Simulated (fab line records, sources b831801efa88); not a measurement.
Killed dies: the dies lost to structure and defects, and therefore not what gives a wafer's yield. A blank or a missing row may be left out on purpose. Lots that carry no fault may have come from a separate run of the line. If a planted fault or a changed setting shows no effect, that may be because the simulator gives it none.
Which tool is to blame? | flow sky130 | 24 lots, 72 wafers sampled, at 5 steps of a route of 708

== WHAT THE GAUGES SHOWED, per wafer ==
SKY_NWELL_OVL_MEAS_10.
lot  | measured     | on         | NWELL_00_OVL (nm)
L074 | day 4 15:34  | overlay-01 | 0.6 -2.0 -0.4
L075 | day 4 18:47  | overlay-01 | 0.9 0.4 1.3
L076 | day 5 02:52  | overlay-02 | -2.6 -0.7 0.5
L077 | day 5 10:53  | overlay-01 | 0.9 0.1 2.4
L078 | day 5 13:36  | overlay-02 | 1.6 1.1 -0.4
L079 | day 5 19:44  | overlay-02 | 1.6 1.2 -0.5
L080 | day 6 02:00  | overlay-01 | -0.4 0.5 0.6
L081 | day 6 10:45  | overlay-02 | 1.2 0.1 1.5
L082 | day 6 14:22  | overlay-02 | 2.5 1.0 -1.2
L083 | day 6 17:25  | overlay-02 | -3.3 -1.4 -1.0
L084 | day 6 23:35  | overlay-02 | 2.4 2.3 3.2
L085 | day 7 10:05  | overlay-01 | 0.4 -0.2 0.7
L086 | day 7 15:31  | overlay-01 | -0.6 0.2 2.3
L087 | day 7 18:57  | overlay-01 | 1.0 1.2 2.7
L088 | day 8 00:05  | overlay-01 | 2.7 0.8 1.0
L089 | day 8 04:17  | overlay-01 | -1.3 0.4 0.1
L090 | day 8 09:17  | overlay-01 | 1.5 -0.5 -0.7
L091 | day 8 16:40  | overlay-02 | 2.5 0.2 1.0
L092 | day 9 00:44  | overlay-01 | 3.0 0.5 0.5
L093 | day 9 07:20  | overlay-01 | 1.4 2.8 2.1
L094 | day 9 14:09  | overlay-01 | 0.6 -0.7 0.4
L095 | day 9 18:38  | overlay-01 | 1.4 2.8 2.1
L096 | day 10 00:38 | overlay-02 | 0.5 0.4 -0.2
L097 | day 10 02:16 | overlay-02 | 0.2 -2.3 -2.3

SKY_SONOS_ONO_THK_MEAS_05.
lot  | measured     | on            | SONOS_ONO_CVD_04_THK (nm)
L074 | day 11 19:26 | film metro-03 | 5.59 5.58 5.65
L075 | day 11 23:38 | film metro-04 | 5.62 5.64 5.77
L076 | day 12 09:16 | film metro-03 | 5.93 5.81 5.82
L077 | day 12 22:30 | film metro-03 | 5.72 5.68 5.61
L078 | day 13 04:05 | film metro-04 | 5.89 5.79 5.84
L079 | day 13 08:31 | film metro-04 | 5.63 5.41 5.59
L080 | day 13 17:53 | film metro-03 | 5.80 5.73 5.65
L081 | day 14 06:53 | film metro-04 | 5.78 5.77 5.81
L082 | day 14 12:18 | film metro-01 | 5.67 5.59 5.63
L083 | day 14 15:08 | film metro-04 | 5.58 5.60 5.43
L084 | day 14 23:50 | film metro-04 | 5.73 5.76 5.70
L085 | day 15 15:49 | film metro-03 | 5.74 5.61 5.61
L086 | day 15 22:53 | film metro-04 | 5.63 5.64 5.73
L087 | day 16 04:26 | film metro-03 | 5.67 5.60 5.64
L088 | day 16 08:07 | film metro-01 | 5.70 5.64 5.55
L089 | day 16 12:25 | film metro-04 | 5.59 5.71 5.61
L090 | day 16 21:55 | film metro-04 | 5.81 5.74 5.78
L091 | day 17 12:32 | film metro-03 | 5.55 5.63 5.63
L092 | day 17 19:44 | film metro-01 | 5.73 5.79 5.77
L093 | day 18 00:10 | film metro-04 | 5.76 5.84 5.79
L094 | day 18 08:55 | film metro-01 | 5.77 5.67 5.72
L095 | day 18 16:26 | film metro-04 | 5.91 5.77 5.85
L096 | day 19 03:09 | film metro-01 | 5.91 5.83 5.94
L097 | day 19 08:16 | film metro-04 | 5.93 5.91 5.96

SKY_METAL2_CD_MEAS_15: target cd 140 nm.
lot  | measured     | on        | cd nm (nm)
L074 | day 35 10:51 | cd sem-02 | 140.9 142.6 141.6
L075 | day 35 18:46 | cd sem-02 | 138.2 138.4 137.6
L076 | day 36 03:54 | cd sem-01 | 139.1 141.0 140.2
L077 | day 36 20:23 | cd sem-02 | 138.6 138.6 139.4
L078 | day 37 04:17 | cd sem-02 | 136.9 138.0 139.1
L079 | day 37 09:33 | cd sem-01 | 141.4 138.8 140.9
L080 | day 37 23:46 | cd sem-02 | 138.0 140.9 138.3
L081 | day 38 08:10 | cd sem-02 | 141.4 141.7 139.5
L082 | day 38 15:17 | cd sem-01 | 139.1 139.5 139.1
L083 | day 38 18:59 | cd sem-01 | 141.2 139.7 141.9
L084 | day 38 19:25 | cd sem-01 | 142.7 141.1 142.3
L085 | day 39 08:24 | cd sem-01 | 140.3 137.4 138.1
L086 | day 39 17:20 | cd sem-02 | 138.1 139.1 139.2
L087 | day 39 20:04 | cd sem-01 | 140.8 141.8 140.9
L088 | day 40 05:01 | cd sem-02 | 140.7 140.9 141.5
L089 | day 40 03:40 | cd sem-02 | 140.2 140.5 139.8
L090 | day 40 11:10 | cd sem-02 | 139.1 137.9 138.5
L091 | day 41 02:28 | cd sem-02 | 139.2 140.0 139.0
L092 | day 41 07:52 | cd sem-02 | 138.6 138.4 140.1
L093 | day 41 09:44 | cd sem-01 | 141.1 139.5 140.8
L094 | day 41 17:47 | cd sem-01 | 138.2 137.6 136.9
L095 | day 41 23:00 | cd sem-02 | 140.6 140.9 142.3
L096 | day 42 06:48 | cd sem-01 | 138.9 139.1 139.2
L097 | day 42 11:27 | cd sem-01 | 141.0 139.8 140.0

== EACH LOT AND THE TOOL THAT RAN IT (in order: tool; ch and the chambers of the sampled wafers; start) ==
lot  | SKY_LI_CONTACT_ETCH_15             | SKY_CONTACT_ETCH_17
L074 | rie diel-01 ch 1,2,3, day 29 10:38 | rie diel-02 ch 0,1,2, day 31 22:34
L075 | rie diel-04 ch 1,2,3, day 29 14:55 | rie diel-03 ch 0,1,2, day 32 03:23
L076 | rie diel-01 ch 1,3, day 30 03:09   | rie diel-02 ch 0,3, day 32 14:43
L077 | rie diel-01 ch 2,3, day 30 20:03   | rie diel-02 ch 1,2, day 33 08:22
L078 | rie diel-02 ch 1,2, day 31 06:05   | rie diel-03 ch 0,3, day 33 16:16
L079 | rie diel-04 ch 0,1,2, day 31 12:06 | rie diel-03 ch 1,2,3, day 33 21:49
L080 | rie diel-02 ch 1,2,3, day 32 00:50 | rie diel-03 ch 1,2,3, day 34 12:34
L081 | rie diel-01 ch 0,1,3, day 32 10:57 | rie diel-03 ch 0,1,2, day 34 20:07
L082 | rie diel-01 ch 1,2, day 32 18:21   | rie diel-04 ch 0,1,2, day 35 03:58
L083 | rie diel-02 ch 0,1,2, day 33 00:18 | rie diel-03 ch 1,2,3, day 35 08:37
L084 | rie diel-01 ch 0,1,3, day 33 01:17 | rie diel-02 ch 0,2, day 35 08:40
L085 | rie diel-02 ch 2,3, day 33 15:32   | rie diel-04 ch 1,3, day 35 22:40
L086 | rie diel-01 ch 0,2, day 34 00:12   | rie diel-02 ch 0,2,3, day 36 07:25
L087 | rie diel-02 ch 0,1,2, day 34 03:44 | rie diel-03 ch 1,2, day 36 11:38
L088 | rie diel-01 ch 0,1,2, day 34 13:06 | rie diel-03 ch 0,1,3, day 36 20:04
L089 | rie diel-02 ch 0,1,3, day 34 12:13 | rie diel-03 ch 0,1,2, day 36 18:49
L090 | rie diel-01 ch 0,1,3, day 34 18:41 | rie diel-03 ch 0,1,3, day 37 02:52
L091 | rie diel-02 ch 1,2,3, day 35 09:47 | rie diel-03 ch 1,2,3, day 37 18:19
L092 | rie diel-01 ch 0,1,3, day 35 18:04 | rie diel-03 ch 1,2, day 38 00:11
L093 | rie diel-01 ch 1,3, day 35 19:55   | rie diel-04 ch 1,2,3, day 38 02:53
L094 | rie diel-01 ch 0,1,3, day 36 03:44 | rie diel-02 ch 0,1, day 38 10:37
L095 | rie diel-01 ch 0,2,3, day 36 10:11 | rie diel-02 ch 0,1,3, day 38 16:43
L096 | rie diel-04 ch 1,2, day 36 19:15   | rie diel-04 ch 1,2,3, day 39 01:22
L097 | rie diel-01 ch 1,2, day 37 00:02   | rie diel-04 ch 2,3, day 39 06:32
- SKY_LI_CONTACT_ETCH_15: etches PSG in C4F8/O2/Ar, stops on Si, target depth 600 nm.
- SKY_CONTACT_ETCH_17: etches SiO2 in C4F8/O2/Ar, stops on Si3N4, target depth 340 nm.

== WHAT THE TOOLS THEMSELVES READ (means of the sampled wafers that have a number; where no wafer has one, the mark that the record gives instead) ==
SKY_LI_CONTACT_ETCH_15.
lot  | tool        | oes product au (a.u.) | rf fwd power W (W)
L074 | rie diel-01 | 0.834                 | 1499
L075 | rie diel-04 | 0.834                 | 1491
L076 | rie diel-01 | 0.837                 | 1492
L077 | rie diel-01 | 0.835                 | 1488
L078 | rie diel-02 | 0.840                 | 1489
L079 | rie diel-04 | 0.835                 | 1492
L080 | rie diel-02 | 0.839                 | 1491
L081 | rie diel-01 | 0.837                 | 1494
L082 | rie diel-01 | 0.836                 | 1497
L083 | rie diel-02 | 0.838                 | 1493
L084 | rie diel-01 | 0.837                 | 1492
L085 | rie diel-02 | 0.840                 | 1491
L086 | rie diel-01 | 0.834                 | 1495
L087 | rie diel-02 | 0.835                 | 1494
L088 | rie diel-01 | 0.837                 | 1490
L089 | rie diel-02 | 0.842                 | 1496
L090 | rie diel-01 | 0.837                 | 1497
L091 | rie diel-02 | 0.834                 | 1493
L092 | rie diel-01 | 0.835                 | 1493
L093 | rie diel-01 | 0.831                 | 1493
L094 | rie diel-01 | 0.831                 | 1493
L095 | rie diel-01 | 0.836                 | 1489
L096 | rie diel-04 | 0.838                 | 1492
L097 | rie diel-01 | 0.835                 | 1489

SKY_CONTACT_ETCH_17.
lot  | tool        | oes product au (a.u.) | rf fwd power W (W)
L074 | rie diel-02 | 0.893                 | 1492
L075 | rie diel-03 | 0.891                 | 1491
L076 | rie diel-02 | 0.887                 | 1486
L077 | rie diel-02 | 0.892                 | 1485
L078 | rie diel-03 | 0.893                 | 1488
L079 | rie diel-03 | 0.889                 | 1484
L080 | rie diel-03 | 0.888                 | 1484
L081 | rie diel-03 | 0.894                 | 1487
L082 | rie diel-04 | 0.890                 | 1489
L083 | rie diel-03 | 0.891                 | 1490
L084 | rie diel-02 | 0.886                 | 1487
L085 | rie diel-04 | 0.887                 | 1490
L086 | rie diel-02 | 0.888                 | 1487
L087 | rie diel-03 | 0.893                 | 1485
L088 | rie diel-03 | 0.892                 | 1488
L089 | rie diel-03 | 0.888                 | 1480
L090 | rie diel-03 | 0.888                 | 1485
L091 | rie diel-03 | 0.890                 | 1486
L092 | rie diel-03 | 0.890                 | 1489
L093 | rie diel-04 | 0.890                 | 1486
L094 | rie diel-02 | 0.891                 | 1484
L095 | rie diel-02 | 0.895                 | 1490
L096 | rie diel-04 | 0.889                 | 1489
L097 | rie diel-04 | 0.889                 | 1485

== THE ANSWER, worked out from the rows above alone ==
Rule: what is usual is taken from the lots themselves. Put in order of their means at a reading, lots are off if they are a third of the lots or fewer, leave a main group of 4 or more, and stand apart from it by a gap of 3 or more times the standard deviation of the main group's means; of several such gaps the widest counts. Not used: any main group whose means are identical at the precision the tables above print for the reading. Also off: a lot with no number at a reading for which 4 or more lots have one. Where the step has rows for the other lots, those lots are counted as sound. After the gauges, taken in route order, come the tools' own readings; for these a lot's mean is taken, as printed above. At the first step where some lot is off, the reading lying furthest off is the one used; lots without a number count as furthest.
Nothing can be told from this: no lot is off at any reading shown.

== WHAT WAS PUT IN BY THE SIMULATOR ==
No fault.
